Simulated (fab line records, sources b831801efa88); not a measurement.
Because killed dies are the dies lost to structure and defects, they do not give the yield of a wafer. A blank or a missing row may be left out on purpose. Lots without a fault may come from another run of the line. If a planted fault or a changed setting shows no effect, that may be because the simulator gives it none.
Matching of chambers	flow gf180mcu	GF_V3_CVD_02 on pecvd-01 has 3 sister chambers
The step deposits SiO2 from TEOS, target thk 850 nm, time 94.851 s. 16 wafers are shown with their chamber, then 8 later ones without.

== EACH WAFER AND ITS CHAMBER ==
wafer	chamber	heater_power_w (W)
L074.1	2	698
L074.3	0	905
L074.4	1	552
L080.1	1	585
L080.4	1	461
L080.5	0	793
L082.4	2	757
L082.5	1	568
L082.6	0	797
L087.1	2	788
L087.3	0	819
L087.6	2	633
L093.2	2	749
L093.4	2	816
L093.5	0	800
L094.1	1	529

SIGNATURES, as means of the wafers listed above
reading	chamber 0	chamber 1	chamber 2	scatter within a chamber
heater_power_w	822.80	539.00	740.17	55.3
Rule: for each reading, subtract the chamber's mean from the wafer's reading, divide by that reading's scatter and square the result; add these up over the readings and take the root, which gives the wafer's distance from the chamber. If the next closest chamber is less than 2 further off than the closest, the wafer can't be placed; otherwise it belongs to the closest. The scatter: take each reading less its chamber's mean, square it, sum over the shown wafers, divide by the number of wafers less the number of chambers, and take the root.

== WAFERS WHOSE CHAMBER IS MISSING ==
wafer	heater_power_w (W)
L094.2	815
L094.6	571
L096.1	502
L096.2	699
L096.3	978
L096.4	797
L096.5	765
L096.6	534

== EACH ONE'S CHAMBER ==
wafer	from the rows above	in truth
L094.2	can't be placed: 0 or 2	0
L094.6	1	1
L096.1	1	1
L096.2	can't be placed: 2 or 0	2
L096.3	can't be placed: 0 or 2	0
L096.4	can't be placed: 0 or 2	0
L096.5	can't be placed: 2 or 0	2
L096.6	1	1
Correct placement for 3 of the 8. These rows do not allow placing 5 (true chamber among the candidates in 5). Wrongly placed: 0.
